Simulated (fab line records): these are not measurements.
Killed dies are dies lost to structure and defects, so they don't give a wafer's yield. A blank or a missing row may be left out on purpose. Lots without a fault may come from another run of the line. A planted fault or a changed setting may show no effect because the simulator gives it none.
Which tool did it? + flow gf180mcu + 14 lots with 42 wafers sampled at 5 steps, on a route of 602 steps

== WHAT EACH GAUGE READ, for each wafer ==
GF_DNWELL_TW_MEAS_09.
| lot  | measured    | on            | DNWELL_TW      |
|------|-------------|---------------|----------------|
| L699 | day 2 19:18 | film metro-02 | 1357 1368 1350 |
| L700 | day 3 00:20 | film metro-02 | 1364 1361 1362 |
| L701 | day 3 04:07 | film metro-04 | 1352 1364 1355 |
| L703 | day 3 16:25 | film metro-04 | 1351 1351 1356 |
| L705 | day 4 02:42 | film metro-02 | 1353 1363 1354 |
| L707 | day 4 13:27 | film metro-02 | 1351 1352 1355 |
| L709 | day 5 00:15 | film metro-02 | 1353 1347 1351 |
| L711 | day 5 09:42 | film metro-03 | 1317 1321 1315 |
| L712 | day 5 15:01 | film metro-04 | 1365 1351 1368 |
| L713 | day 5 20:58 | film metro-02 | 1348 1344 1349 |
| L715 | day 6 09:06 | film metro-02 | 1361 1369 1363 |
| L716 | day 6 13:13 | film metro-04 | 1347 1353 1346 |
| L721 | day 7 15:55 | film metro-04 | 31 31 31       |
| L722 | day 7 19:49 | film metro-02 | 31 31 31       |

GF_LVPWELL_OVL_MEAS_07.
| lot  | measured    | on         | LVPWELL_OVL (nm) |
|------|-------------|------------|------------------|
| L699 | day 3 20:57 | overlay-02 | 1.9 2.9 3.0      |
| L700 | day 4 02:07 | overlay-02 | 3.3 2.0 1.7      |
| L701 | day 4 06:18 | overlay-01 | -0.2 -1.2 -0.2   |
| L703 | day 4 19:10 | overlay-01 | 0.9 0.7 0.2      |
| L705 | day 5 06:22 | overlay-02 | 0.8 2.0 -1.3     |
| L707 | day 5 17:43 | overlay-02 | 1.6 2.0 1.1      |
| L709 | day 6 05:23 | overlay-01 | 1.0 1.1 1.6      |
| L711 | day 6 15:30 | overlay-01 | -0.6 -1.4 -1.4   |
| L712 | day 6 20:45 | overlay-01 | -1.5 -2.1 -1.4   |
| L713 | day 7 02:37 | overlay-01 | 1.8 2.2 0.5      |
| L715 | day 7 16:43 | overlay-01 | 0.4 -1.3 0.8     |
| L716 | day 7 21:07 | overlay-01 | 0.8 1.6 1.1      |
| L721 | day 9 00:37 | overlay-02 | -0.7 -0.3 0.0    |
| L722 | day 9 04:58 | overlay-02 | 0.2 -1.4 -0.4    |

== TOOL THAT RAN EACH LOT (tool first, then ch and the chambers of the sampled wafers, then the start) ==
| lot  | GF_STI_ETCH_14                  | GF_DNWELL_DEVELOP_06             | GF_DNWELL_STRIP_08                  |
|------|---------------------------------|----------------------------------|-------------------------------------|
| L699 | rie si-02 ch 0,1, day 2 02:01   | litho track-02 ch 0, day 2 18:00 | plasma asher-02 ch 0,1, day 2 19:12 |
| L700 | rie si-02 ch 0,1,3, day 2 07:05 | litho track-03 ch 0, day 2 23:00 | plasma asher-04 ch 0,1, day 3 00:14 |
| L701 | rie si-02 ch 0,1, day 2 10:49   | litho track-02 ch 0, day 3 03:00 | plasma asher-04 ch 0,1, day 3 04:00 |
| L703 | rie si-01 ch 0,1,3, day 2 22:58 | litho track-02 ch 0, day 3 16:00 | plasma asher-03 ch 0,1, day 3 16:20 |
| L705 | rie si-02 ch 0,1,2, day 3 08:19 | litho track-04 ch 0, day 4 02:00 | plasma asher-04 ch 0,1, day 4 02:35 |
| L707 | rie si-02 ch 1,2, day 3 19:30   | litho track-02 ch 0, day 4 13:00 | plasma asher-04 ch 0,1, day 4 13:21 |
| L709 | rie si-01 ch 1,2,3, day 4 05:39 | litho track-02 ch 0, day 4 23:00 | plasma asher-03 ch 0,1, day 5 00:09 |
| L711 | rie si-01 ch 0,1,3, day 4 15:16 | litho track-02 ch 0, day 5 09:00 | plasma asher-04 ch 0,1, day 5 09:36 |
| L712 | rie si-01 ch 0,1,2, day 4 20:19 | litho track-02 ch 0, day 5 14:00 | plasma asher-03 ch 0,1, day 5 14:54 |
| L713 | rie si-01 ch 0,1, day 5 01:09   | litho track-03 ch 0, day 5 20:00 | plasma asher-03 ch 0,1, day 5 20:52 |
| L715 | rie si-02 ch 0,1,2, day 5 13:19 | litho track-04 ch 0, day 6 08:00 | plasma asher-02 ch 0,1, day 6 08:59 |
| L716 | rie si-02 ch 2,3, day 5 16:12   | litho track-04 ch 0, day 6 12:00 | plasma asher-03 ch 0,1, day 6 13:07 |
| L721 | rie si-01 ch 2,3, day 6 19:31   | litho track-02, day 7 15:00      | plasma asher-04 ch 0,1, day 7 15:50 |
| L722 | rie si-02 ch 0,1,3, day 6 23:52 | litho track-03, day 7 19:00      | plasma asher-03 ch 0,1, day 7 19:43 |
- GF_STI_ETCH_14: etches Si in HBr/Cl2/O2, target depth 360 nm, time 102.9 s.
- GF_DNWELL_DEVELOP_06: develop time 60 s.
- GF_DNWELL_STRIP_08: strips in O2/N2.

== AS READ BY THE TOOLS THEMSELVES (means over the sampled wafers that have a number; for cases with no such wafer, the mark the record gives instead) ==
GF_STI_ETCH_14.
| lot  | tool      | drypump motor current A (A) | oes product au (a.u.) | throttle valve pct (%) |
|------|-----------|-----------------------------|-----------------------|------------------------|
| L699 | rie si-02 | 6.4                         | 0.996                 | 25.662                 |
| L700 | rie si-02 | 6.3                         | 1.001                 | 25.659                 |
| L701 | rie si-02 | 6.4                         | 0.999                 | 25.657                 |
| L703 | rie si-01 | 5.6                         | 0.992                 | 25.667                 |
| L705 | rie si-02 | 6.1                         | 1.008                 | 25.657                 |
| L707 | rie si-02 | 5.8                         | 1.002                 | 25.662                 |
| L709 | rie si-01 | 5.7                         | 0.995                 | 25.652                 |
| L711 | rie si-01 | 5.6                         | 1.002                 | 25.650                 |
| L712 | rie si-01 | 5.8                         | 0.996                 | 25.668                 |
| L713 | rie si-01 | 5.8                         | 0.999                 | 25.654                 |
| L715 | rie si-02 | 6.1                         | 0.999                 | 25.664                 |
| L716 | rie si-02 | 5.9                         | 0.995                 | 25.649                 |
| L721 | rie si-01 | 5.5                         | 1.009                 | 25.641                 |
| L722 | rie si-02 | 6.3                         | 1.002                 | 25.660                 |

GF_DNWELL_DEVELOP_06.
| lot  | tool           | chill plate temp C (C) |
|------|----------------|------------------------|
| L699 | litho track-02 | 22.92                  |
| L700 | litho track-03 | 23.11                  |
| L701 | litho track-02 | 22.97                  |
| L703 | litho track-02 | 22.83                  |
| L705 | litho track-04 | 22.93                  |
| L707 | litho track-02 | 22.87                  |
| L709 | litho track-02 | 22.84                  |
| L711 | litho track-02 | 22.75                  |
| L712 | litho track-02 | 22.93                  |
| L713 | litho track-03 | 23.10                  |
| L715 | litho track-04 | 23.09                  |
| L716 | litho track-04 | 23.05                  |
| L721 | litho track-02 | -                      |
| L722 | litho track-03 | -                      |

GF_DNWELL_STRIP_08.
| lot  | tool            | drypump motor current A (A) | heater power w (W) | oes product au (a.u.) | strip time to endpoint s (s) |
|------|-----------------|-----------------------------|--------------------|-----------------------|------------------------------|
| L699 | plasma asher-02 | 6.05                        | 362                | 0.722                 | 37.12                        |
| L700 | plasma asher-04 | 5.94                        | 383                | 0.723                 | 36.93                        |
| L701 | plasma asher-04 | 5.87                        | 362                | 0.722                 | 36.97                        |
| L703 | plasma asher-03 | 5.49                        | 305                | 0.720                 | 37.07                        |
| L705 | plasma asher-04 | 5.91                        | 356                | 0.722                 | 36.96                        |
| L707 | plasma asher-04 | 5.93                        | 381                | 0.722                 | 36.98                        |
| L709 | plasma asher-03 | 5.73                        | 320                | 0.722                 | 37.02                        |
| L711 | plasma asher-04 | 5.92                        | 361                | 0.719                 | 36.94                        |
| L712 | plasma asher-03 | 5.46                        | 306                | 0.721                 | 36.74                        |
| L713 | plasma asher-03 | 5.50                        | 305                | 0.724                 | 36.82                        |
| L715 | plasma asher-02 | 5.99                        | 354                | 0.723                 | 37.00                        |
| L716 | plasma asher-03 | 5.73                        | 315                | 0.724                 | 37.02                        |
| L721 | plasma asher-04 | 5.91                        | 363                | 0.724                 | 36.89                        |
| L722 | plasma asher-03 | 5.48                        | 306                | 0.722                 | 37.09                        |

== THE ANSWER, worked out from the rows above alone ==
Rule: the lots themselves supply what counts as usual. Put in order of their means at a reading, lots are off if they are a third of the lots or fewer, leave a main group of 4 or more, and stand apart from it by a gap of 3 or more times the standard deviation of the main group's means; of several such gaps the widest counts. If all means in a main group match to the digits the tables above print for the reading, that group is not used. Also off: a lot with no number at a reading for which 4 or more lots have one. Any other lot the step has rows for is counted as sound. After the gauges, taken in route order, come the tools' own readings; for these a lot's mean is taken, as printed above. The first step at which some lot is off is used, and at that step the reading that is off furthest; a lot without a number counts as furthest.
Off: L721, L722, at GF_DNWELL_TW_MEAS_09 (DNWELL_TW). Main group: mean 1352, sd 12.
A tool fits if, at a process step before that reading, it ran every lot that is off, and no sound lot after the first of them. Not tried: the gauges at GF_DNWELL_TW_MEAS_09; whatever is off there is also off at GF_DNWELL_DEVELOP_06, on other tools, and gauge error can't account for it. None of those tried fits.

== WHAT THE SIMULATOR HAD INSERTED ==
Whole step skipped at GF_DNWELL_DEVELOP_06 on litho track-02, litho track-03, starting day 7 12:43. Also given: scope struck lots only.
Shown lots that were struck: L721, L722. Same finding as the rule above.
